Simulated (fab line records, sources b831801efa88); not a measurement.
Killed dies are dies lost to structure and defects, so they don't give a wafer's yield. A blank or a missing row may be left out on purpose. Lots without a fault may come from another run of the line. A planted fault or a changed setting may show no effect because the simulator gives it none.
Which tool did it? | flow sky130 | 12 lots, 36 wafers sampled, at 5 steps of a route of 708

WHAT THE GAUGES READ, wafer by wafer
SKY_VIA1_THK_MEAS_01. Usual: VIA1_HDPCVD_THK 1024 nm, standard deviation 10.
lot  | measured     | on            | VIA1_HDPCVD_THK (nm) | flag
L748 | day 32 18:10 | film_metro-01 | 1002 1010 1020       |
L750 | day 33 15:53 | film_metro-01 | 1025 1028 1026       |
L751 | day 34 02:24 | film_metro-03 | 1011 1029 1027       |
L752 | day 34 17:40 | film_metro-01 | 1030 1025 1016       |
L753 | day 35 01:47 | film_metro-01 | 1018 1026 1023       |
L754 | day 35 09:20 | film_metro-04 | 999 1008 1012        |
L756 | day 35 19:19 | film_metro-04 | 1025 1015 1014       |
L758 | day 36 15:36 | film_metro-03 | 1016 1025 1017       |
L759 | day 36 18:04 | film_metro-04 | 1008 1023 1028       |
L761 | day 37 08:04 | film_metro-01 | 1016 1025 1030       |
L766 | day 38 19:12 | film_metro-01 | 1009 1020 520        | OFF
L767 | day 38 22:47 | film_metro-03 | 1005 511 515         | OFF

SKY_VIA1_CD_MEAS_12: target cd 150 nm. Usual: cd_nm 149.6 nm, standard deviation 1.6.
lot  | measured     | on        | cd_nm (nm)        | flag
L748 | day 33 21:35 | cd_sem-02 | 149.1 148.7 147.7 |
L750 | day 34 19:14 | cd_sem-01 | 151.1 149.4 150.8 |
L751 | day 35 05:27 | cd_sem-02 | 149.0 147.4 148.9 |
L752 | day 35 20:14 | cd_sem-01 | 151.0 150.2 150.1 |
L753 | day 36 04:51 | cd_sem-01 | 149.0 148.9 147.9 |
L754 | day 36 12:19 | cd_sem-02 | 148.5 147.5 147.6 |
L756 | day 36 22:11 | cd_sem-01 | 151.0 150.3 150.3 |
L758 | day 37 18:34 | cd_sem-01 | 149.4 153.2 151.0 |
L759 | day 37 20:14 | cd_sem-01 | 150.2 150.4 149.4 |
L761 | day 38 09:52 | cd_sem-02 | 150.9 151.9 153.0 |
L766 | day 39 20:41 | cd_sem-02 | 152.3 151.4 152.5 |
L767 | day 39 23:47 | cd_sem-01 | 150.4 149.1 151.2 |

SKY_METAL2_THK_MEAS_06: measures by xrf. Usual: METAL2_ALCU_THK 246.6 nm, standard deviation 2.7.
lot  | measured     | on            | METAL2_ALCU_THK (nm) | flag
L748 | day 33 23:20 | film_metro-04 | 248.9 246.0 247.1    |
L750 | day 34 21:02 | film_metro-04 | 244.9 246.6 246.9    |
L751 | day 35 07:11 | film_metro-02 | 243.8 241.0 246.1    |
L752 | day 35 21:57 | film_metro-04 | 250.5 248.1 246.0    |
L753 | day 36 06:42 | film_metro-04 | 249.5 249.0 246.6    |
L754 | day 36 14:05 | film_metro-02 | 245.2 241.9 246.0    |
L756 | day 37 00:16 | film_metro-04 | 249.3 248.4 247.7    |
L758 | day 37 20:38 | film_metro-04 | 245.7 242.5 241.1    |
L759 | day 37 22:17 | film_metro-04 | 244.4 243.8 246.6    |
L761 | day 38 11:42 | film_metro-03 | 244.4 242.6 244.7    |
L766 | day 39 22:32 | film_metro-03 | 246.2 242.4 244.5    |
L767 | day 40 01:31 | film_metro-04 | 248.3 245.4 251.6    |

WHICH TOOL RAN EACH LOT (tool, then ch and the chambers of the sampled wafers, then the start)
lot  | SKY_VIA1_HDPCVD_00               | SKY_VIA1_STRIP_16
L748 | hdpcvd-01 ch 0,1, day 32 18:02   | plasma_asher-04 ch 0, day 33 21:48
L750 | hdpcvd-01 ch 0,2, day 33 15:44   | plasma_asher-04 ch 0,1, day 34 19:29
L751 | hdpcvd-01 ch 0,1,2, day 34 02:17 | plasma_asher-01 ch 0,1, day 35 05:42
L752 | hdpcvd-02 ch 0,1,2, day 34 17:35 | plasma_asher-04 ch 0,1, day 35 20:28
L753 | hdpcvd-02 ch 0,1, day 35 01:40   | plasma_asher-01 ch 0,1, day 36 05:05
L754 | hdpcvd-02 ch 0,2, day 35 09:13   | plasma_asher-02 ch 0,1, day 36 12:33
L756 | hdpcvd-02 ch 0,2, day 35 19:11   | plasma_asher-04 ch 1, day 36 22:26
L758 | hdpcvd-02 ch 0,2, day 36 15:29   | plasma_asher-04 ch 0,1, day 37 18:48
L759 | hdpcvd-01 ch 0,1,2, day 36 17:56 | plasma_asher-04 ch 0,1, day 37 20:27
L761 | hdpcvd-01 ch 0,2, day 37 07:58   | plasma_asher-04 ch 0,1, day 38 10:07
L766 | hdpcvd-01 ch 0,1,2, day 38 19:05 | plasma_asher-01 ch 0,1, day 39 20:56
L767 | hdpcvd-01 ch 0,1, day 38 22:41   | plasma_asher-01 ch 0, day 40 00:02
- SKY_VIA1_HDPCVD_00: deposits SiO2, target thk 1030 nm, time 171.7 s.
- SKY_VIA1_STRIP_16: strips in O2/N2.

WHAT THE TOOLS THEMSELVES READ (means of the sampled wafers that have a number; where no wafer has one, the mark that the record gives instead)
SKY_VIA1_HDPCVD_00. Usual: sih4_flow_sccm 59.99 sccm, standard deviation 0.19.
lot  | tool      | sih4_flow_sccm (sccm) | flag
L748 | hdpcvd-01 | 60.01                 |
L750 | hdpcvd-01 | 59.94                 |
L751 | hdpcvd-01 | 60.08                 |
L752 | hdpcvd-02 | 60.06                 |
L753 | hdpcvd-02 | 60.10                 |
L754 | hdpcvd-02 | 60.20                 |
L756 | hdpcvd-02 | 59.92                 |
L758 | hdpcvd-02 | 60.02                 |
L759 | hdpcvd-01 | 59.95                 |
L761 | hdpcvd-01 | 60.03                 |
L766 | hdpcvd-01 | 50.00                 | OFF
L767 | hdpcvd-01 | 39.87                 | OFF

SKY_VIA1_STRIP_16. Usual: drypump_motor_current_A 5.8 A, standard deviation 0.32; oes_product_au 0.416 a.u., standard deviation 0.0046; strip_time_to_endpoint_s 4.457 s, standard deviation 0.02.
lot  | tool            | drypump_motor_current_A (A) | oes_product_au (a.u.) | strip_time_to_endpoint_s (s) | flag
L748 | plasma_asher-04 | 5.6                         | 0.414                 | 4.471                        |
L750 | plasma_asher-04 | 5.8                         | 0.415                 | 4.476                        |
L751 | plasma_asher-01 | 5.8                         | 0.413                 | 4.467                        |
L752 | plasma_asher-04 | 5.7                         | 0.417                 | 4.443                        |
L753 | plasma_asher-01 | 6.1                         | 0.413                 | 4.439                        |
L754 | plasma_asher-02 | 5.5                         | 0.413                 | 4.433                        |
L756 | plasma_asher-04 | 5.9                         | 0.422                 | 4.458                        |
L758 | plasma_asher-04 | 5.8                         | 0.419                 | 4.477                        |
L759 | plasma_asher-04 | 5.7                         | 0.414                 | 4.458                        |
L761 | plasma_asher-04 | 5.8                         | 0.418                 | 4.476                        |
L766 | plasma_asher-01 | 5.9                         | 0.416                 | 4.465                        |
L767 | plasma_asher-01 | 6.4                         | 0.414                 | 4.448                        |

THE ANSWER, worked out from the rows above alone
Rule: a lot is off if the mean of its wafers that have a number lies more than 3 standard deviations from the usual mean. A lot without any number at a reading at which 4 lots or more have one is off too. The other lots that the step has rows for count as sound. The gauges are gone through in route order, then the tools' own readings, and for those a lot's mean is taken as printed above. The first step at which some lot is off is used, and at that step the reading that is off furthest; a lot without a number counts as furthest.
Off: L766, L767, at SKY_VIA1_THK_MEAS_01 (VIA1_HDPCVD_THK).
A tool fits if, at a process step before that reading, it ran every lot that is off, and no sound lot after the first of them. The gauges at SKY_VIA1_THK_MEAS_01 aren't tried: what is off there is off at SKY_VIA1_HDPCVD_00 too, on other tools, and a gauge's error can't cause that. One fits: hdpcvd-01 at SKY_VIA1_HDPCVD_00. Its last sound lot is L761 (day 37 07:58), its first lot that is off L766 (day 38 19:05): a fault that began between those two fits.
The tool's own readings at SKY_VIA1_HDPCVD_00 bear it out: on the lots that are off they differ by more than 5 times the standard deviation of the sound lots' means. sih4_flow_sccm reads 44.94 sccm there against 60.03 sccm on the sound lots.

WHAT THE SIMULATOR HAD PUT IN
Process parameter drift: hdpcvd-01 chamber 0, from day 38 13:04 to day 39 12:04, at SKY_VIA1_HDPCVD_00. Setting sih4_flow_sccm, moved by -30, from 60. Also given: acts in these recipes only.
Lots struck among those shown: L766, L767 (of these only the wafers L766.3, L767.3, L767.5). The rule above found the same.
